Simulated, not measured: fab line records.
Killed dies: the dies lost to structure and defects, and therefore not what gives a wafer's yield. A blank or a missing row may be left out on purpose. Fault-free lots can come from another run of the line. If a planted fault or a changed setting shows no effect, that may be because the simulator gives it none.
Which tool did it? | flow gf180mcu | 39 wafers from 13 lots sampled at 4 of the route's 602 steps

## WHAT THE GAUGES READ, wafer by wafer
GF_V3_BOW_MEAS_05.
lot  | measured     | on            | V3_BOW (um)
L300 | day 22 01:01 | film metro-02 | 123 117 119
L302 | day 22 19:10 | film metro-04 | 115 115 123
L304 | day 23 09:58 | film metro-01 | 127 124 122
L305 | day 24 04:59 | film metro-01 | 103 105 110
L306 | day 24 09:53 | film metro-01 | 127 135 124
L312 | day 26 08:11 | film metro-01 | 111 120 118
L315 | day 26 20:17 | film metro-02 | 103 103 117
L316 | day 27 04:29 | film metro-01 | 104 120 108
L318 | day 28 00:40 | film metro-02 | 113 114 109
L319 | day 28 05:26 | film metro-02 | 103 114 115
L320 | day 28 10:58 | film metro-02 | 115 117 107
L321 | day 29 05:20 | film metro-04 | 108 106 116
L322 | day 29 06:01 | film metro-04 | 112 118 101

## EACH LOT AND THE TOOL THAT RAN IT (in order: tool; ch and the chambers of the sampled wafers; start)
lot  | GF_V2_STRIP_18                       | GF_V2_CMP_26                  | GF_M3_DEVELOP_13
L300 | plasma asher-02 ch 0,1, day 20 22:01 | cmp-02 ch 0,1,2, day 20 23:20 | litho track-02 ch 0, day 21 23:28
L302 | plasma asher-04 ch 0,1, day 21 16:29 | cmp-02 ch 2,3, day 21 17:56   | litho track-03 ch 0, day 22 17:38
L304 | plasma asher-03 ch 0,1, day 22 07:27 | cmp-01 ch 0,1,3, day 22 08:32 | litho track-02 ch 0, day 23 08:25
L305 | plasma asher-03 ch 0,1, day 23 03:40 | cmp-02 ch 0,2, day 23 04:35   | litho track-02 ch 0, day 24 03:22
L306 | plasma asher-02 ch 0,1, day 23 09:22 | cmp-01 ch 0,1,3, day 23 10:24 | litho track-02 ch 0, day 24 08:22
L312 | plasma asher-03 ch 0,1, day 25 07:10 | cmp-01 ch 0,2,3, day 25 08:14 | litho track-02 ch 0, day 26 06:07
L315 | plasma asher-02 ch 0,1, day 25 20:16 | cmp-02 ch 1,2, day 25 21:16   | litho track-02 ch 0, day 26 18:46
L316 | plasma asher-03 ch 0,1, day 26 04:07 | cmp-01 ch 1,2,3, day 26 05:37 | litho track-02 ch 0, day 27 02:49
L318 | plasma asher-04 ch 0,1, day 27 01:20 | cmp-01 ch 2,3, day 27 02:20   | litho track-03 ch 0, day 27 23:08
L319 | plasma asher-04 ch 0,1, day 27 06:27 | cmp-01 ch 1,2,3, day 27 07:22 | litho track-03 ch 0, day 28 03:56
L320 | plasma asher-04 ch 0,1, day 27 12:25 | cmp-01 ch 0,3, day 27 13:27   | litho track-04 ch 0, day 28 09:16
L321 | plasma asher-04 ch 0,1, day 28 07:07 | cmp-01 ch 0,1, day 28 08:02   | litho track-04 ch 0, day 29 03:49
L322 | plasma asher-02 ch 0,1, day 28 07:48 | cmp-02 ch 0,1,2, day 28 08:44 | litho track-03 ch 0, day 29 04:26
- GF_V2_STRIP_18: strips in O2/N2.
- GF_V2_CMP_26: polishes, stops on SiO2, t overpolish 15 s, target thk 0 nm.
- GF_M3_DEVELOP_13: develop time 60 s.

## WHAT THE TOOLS THEMSELVES READ (means of the sampled wafers that have a number; where no wafer has one, the mark that the record gives instead)
GF_V2_STRIP_18.
lot  | tool            | drypump motor current A (A) | heater power w (W) | oes product au (a.u.)
L300 | plasma asher-02 | 5.3                         | 293                | 0.590
L302 | plasma asher-04 | 5.9                         | 312                | 0.592
L304 | plasma asher-03 | 5.5                         | 333                | 0.591
L305 | plasma asher-03 | 5.5                         | 330                | 0.594
L306 | plasma asher-02 | 5.2                         | 297                | 0.591
L312 | plasma asher-03 | 5.5                         | 331                | 0.592
L315 | plasma asher-02 | 5.8                         | 327                | 0.592
L316 | plasma asher-03 | 5.5                         | 334                | 0.591
L318 | plasma asher-04 | 6.0                         | 343                | 0.594
L319 | plasma asher-04 | 5.9                         | 321                | 0.591
L320 | plasma asher-04 | 6.0                         | 349                | 0.589
L321 | plasma asher-04 | 5.9                         | 319                | 0.589
L322 | plasma asher-02 | 5.3                         | 293                | 0.596

GF_V2_CMP_26.
lot  | tool   | motor current A (A) | overpolish run s (s) | slurry flow ml min | time to endpoint s (s)
L300 | cmp-02 | 9.9                 | 14.999               | 149.7              | 86
L302 | cmp-02 | 11.2                | 14.998               | 149.4              | 84
L304 | cmp-01 | 11.8                | 14.993               | 150.1              | 84
L305 | cmp-02 | 10.2                | 15.002               | 149.8              | 87
L306 | cmp-01 | 11.8                | 15.001               | 149.8              | 87
L312 | cmp-01 | 11.4                | 15.000               | 150.0              | 81
L315 | cmp-02 | 10.2                | 14.997               | 149.7              | 84
L316 | cmp-01 | 10.8                | 14.996               | 150.6              | 83
L318 | cmp-01 | 11.2                | 14.984               | 149.8              | 82
L319 | cmp-01 | 11.4                | 15.000               | 150.5              | 85
L320 | cmp-01 | 12.4                | 15.009               | 149.6              | 87
L321 | cmp-01 | 12.1                | 15.002               | 150.6              | 86
L322 | cmp-02 | 10.0                | 15.006               | 150.4              | 85

GF_M3_DEVELOP_13.
lot  | tool           | chill plate temp C (C) | developer temp C (C)
L300 | litho track-02 | 22.92                  | 20.98
L302 | litho track-03 | 23.02                  | 20.93
L304 | litho track-02 | 22.97                  | 20.90
L305 | litho track-02 | 22.94                  | 21.05
L306 | litho track-02 | 23.02                  | 20.85
L312 | litho track-02 | 23.11                  | 20.98
L315 | litho track-02 | 22.97                  | 20.18
L316 | litho track-02 | 22.86                  | 20.26
L318 | litho track-03 | 22.80                  | 20.93
L319 | litho track-03 | 22.84                  | 20.92
L320 | litho track-04 | 23.00                  | 21.12
L321 | litho track-04 | 23.11                  | 20.95
L322 | litho track-03 | 22.92                  | 21.04

## THE ANSWER, worked out from the rows above alone
Rule: the usual values come from the lots themselves. The widest of any qualifying gaps counts: lots, ordered by their means at a reading, are off when they make up no more than a third of the lots, leave a main group of 4 or more, and stand apart from it by 3 or more times the standard deviation of that group's means. A main group whose means are all the same, to the digits that the tables above print for the reading, isn't used. Also off: a lot with no number at a reading for which 4 or more lots have one. The other lots that the step has rows for count as sound. First the gauges in route order, then the tools' own readings, where a lot's mean is used as printed above. At the first step where some lot is off, the reading lying furthest off is the one used; lots without a number count as furthest.
Off: L315, L316, at GF_M3_DEVELOP_13 (developer temp C). Main group: mean 20.97 C, sd 0.073.
If a tool, at that step or one of the process steps before it, ran each lot that is off and ran no sound lot following the first of them, it fits. One fits: litho track-02 at GF_M3_DEVELOP_13. A fault onset in the window from L312 (day 26 06:07, its last sound lot) to L315 (day 26 18:46, its first lot off) fits.
The tool's own readings at GF_M3_DEVELOP_13 bear it out: on the lots that are off they differ by more than 5 times the standard deviation of the sound lots' means. developer temp C reads 20.22 C there against 20.97 C on the sound lots.

## WHAT THE SIMULATOR HAD PUT IN
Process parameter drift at GF_M3_DEVELOP_13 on litho track-02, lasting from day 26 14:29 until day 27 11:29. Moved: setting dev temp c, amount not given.
Lots struck among those shown: L315, L316. The rule above reached the same finding.
